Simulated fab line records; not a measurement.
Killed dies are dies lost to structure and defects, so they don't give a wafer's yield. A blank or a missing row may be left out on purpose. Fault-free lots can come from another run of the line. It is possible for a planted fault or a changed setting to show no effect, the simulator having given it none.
Which tool was responsible? -- flow sky130 -- 13 lots, 39 wafers sampled, at 4 steps of a route of 708

== WHAT THE GAUGES SHOWED, per wafer ==
SKY_SD_N_CD_MEAS_07 targets a cd of 380 nm. Usual: 379.2 nm for cdNm, sd 2.5.
lot,measured,on,cdNm (nm),flag
L150,day 27 15:31,cdSem-01,378.0 379.0 376.7,
L151,day 27 16:16,cdSem-02,380.1 378.5 378.9,
L156,day 29 10:12,cdSem-02,380.0 379.7 380.2,
L157,day 30 10:28,cdSem-02,379.6 379.6 380.4,
L159,day 30 18:38,cdSem-01,380.4 379.2 378.6,
L160,day 31 04:25,cdSem-01,380.3 380.9 379.1,
L163,day 32 13:56,cdSem-01,378.4 378.0 377.6,
L168,day 33 09:08,cdSem-02,377.9 379.4 378.5,
L167,day 33 13:14,cdSem-01,378.8 378.8 382.2,
L169,day 33 19:13,cdSem-01,376.2 379.0 378.0,
L170,day 34 01:16,cdSem-01,380.2 381.9 382.0,
L171,day 34 11:49,cdSem-02,384.5 382.5 385.0,
L172,day 34 19:46,cdSem-02,375.3 374.4 374.9,

SKY_SD_N_OVL_MEAS_08. Usual: for SD_N_OVL the level is -0.1 nm and the standard deviation is 1.2.
lot,measured,on,SD_N_OVL (nm),flag
L150,day 27 15:38,overlay-02,1.6 1.8 1.4,
L151,day 27 16:23,overlay-01,0.9 -1.4 -0.5,
L156,day 29 10:18,overlay-02,-1.0 2.4 1.2,
L157,day 30 10:35,overlay-01,0.4 -0.3 0.4,
L159,day 30 18:44,overlay-01,-1.4 -1.4 -1.2,
L160,day 31 04:32,overlay-01,1.1 0.8 1.1,
L163,day 32 14:02,overlay-02,-0.3 -1.3 1.0,
L168,day 33 09:14,overlay-01,1.0 1.0 2.3,
L167,day 33 13:21,overlay-01,-0.6 0.9 1.5,
L169,day 33 19:20,overlay-02,-0.3 -0.6 0.7,
L170,day 34 01:23,overlay-01,1.5 -0.7 -0.7,
L171,day 34 11:56,overlay-01,1.5 0.0 -0.9,
L172,day 34 19:53,overlay-01,-0.9 2.8 0.8,

SKY_LI_CONTACT_BOW_MEAS_03. Usual: for LI_CONTACT_BOW the level is 55 um and the standard deviation is 7.
lot,measured,on,LI_CONTACT_BOW (um),flag
L150,day 27 17:12,filmMetro-02,58 48 55,
L151,day 27 18:03,filmMetro-04,47 56 71,
L156,day 29 11:53,filmMetro-01,55 48 53,
L157,day 30 12:37,filmMetro-02,46 69 50,
L159,day 30 20:19,filmMetro-04,58 39 63,
L160,day 31 06:05,filmMetro-02,66 56 45,
L163,day 32 15:40,filmMetro-02,32 58 63,
L168,day 33 10:49,filmMetro-04,54 56 43,
L167,day 33 14:58,filmMetro-02,77 77 74 - - -,
L169,day 33 20:53,filmMetro-02,65 63 68 - - -,
L170,day 34 02:56,filmMetro-02,50 58 59,
L171,day 34 13:30,filmMetro-02,63 68 54,
L172,day 34 21:30,filmMetro-01,57 55 52,

== TOOL THAT RAN EACH LOT (tool first, then ch and the chambers of the sampled wafers, then the start) ==
lot,SKY_LI_CONTACT_CMP_02
L150,"cmp-02 ch 0,1, day 27 16:57"
L151,"cmp-01 ch 0,1,3, day 27 17:54"
L156,"cmp-01 ch 1,2, day 29 11:33"
L157,"cmp-01 ch 1,2,3, day 30 12:22"
L159,"cmp-02 ch 2,3, day 30 19:59"
L160,"cmp-01 ch 1,2, day 31 05:50"
L163,"cmp-02 ch 0,1,3, day 32 15:27"
L168,"cmp-02 ch 0,1,2, day 33 10:33"
L167,"cmp-02 ch 2,3, day 33 14:42"
L169,"cmp-01 ch 1,2,3, day 33 20:35"
L170,"cmp-01 ch 1,2, day 34 02:41"
L171,"cmp-01 ch 0,1,3, day 34 13:12"
L172,"cmp-01 ch 0,3, day 34 21:12"
- SKY_LI_CONTACT_CMP_02: polishes PSG.

== AS READ BY THE TOOLS THEMSELVES (means over the sampled wafers that have a number; for cases with no such wafer, the mark the record gives instead) ==
SKY_LI_CONTACT_CMP_02. Usual: edgeZonePressureFrac 1.000, standard deviation 0.0049; headPressurePsi 4.000 psi, standard deviation 0.0089; motorCurrentA 12.9 A, standard deviation 0.98; timeToEndpointS 31.8 s, standard deviation 2.4.
lot,tool,edgeZonePressureFrac,headPressurePsi (psi),motorCurrentA (A),timeToEndpointS (s),flag
L150,cmp-02,0.998,3.989,11.4,31.4,
L151,cmp-01,1.002,4.003,13.3,29.7,
L156,cmp-01,0.999,3.997,13.0,31.9,
L157,cmp-01,0.999,3.996,13.0,30.2,
L159,cmp-02,1.004,4.006,12.7,32.5,
L160,cmp-01,0.997,4.005,12.9,29.3,
L163,cmp-02,0.997,4.000,12.1,33.4,
L168,cmp-02,1.003,4.010,11.7,32.5,
L167,cmp-02,-,-,-,-,OFF
L169,cmp-01,-,-,-,-,OFF
L170,cmp-01,1.004,4.008,13.8,28.3,
L171,cmp-01,0.998,4.005,13.4,33.8,
L172,cmp-01,0.999,4.003,13.3,34.6,

== THE ANSWER, worked out from the rows above alone ==
Rule: a lot counts as off when the mean over its wafers that have a number is more than 3 standard deviations away from the usual mean. Also off: a lot with no number at a reading for which 4 or more lots have one. The other lots that the step has rows for count as sound. Order of review: gauges by route order, followed by the tools' own readings, for which a lot's mean as printed above is used. The first step at which some lot is off is used, and at that step the reading that is off furthest; a lot without a number counts as furthest.
Off at SKY_LI_CONTACT_CMP_02 (edgeZonePressureFrac): L167, L169. Without a number there: L167, L169.
If a tool, at that step or one of the process steps before it, ran each lot that is off and ran no sound lot following the first of them, it fits. None of those tried fits.

== WHAT THE SIMULATOR HAD INSERTED ==
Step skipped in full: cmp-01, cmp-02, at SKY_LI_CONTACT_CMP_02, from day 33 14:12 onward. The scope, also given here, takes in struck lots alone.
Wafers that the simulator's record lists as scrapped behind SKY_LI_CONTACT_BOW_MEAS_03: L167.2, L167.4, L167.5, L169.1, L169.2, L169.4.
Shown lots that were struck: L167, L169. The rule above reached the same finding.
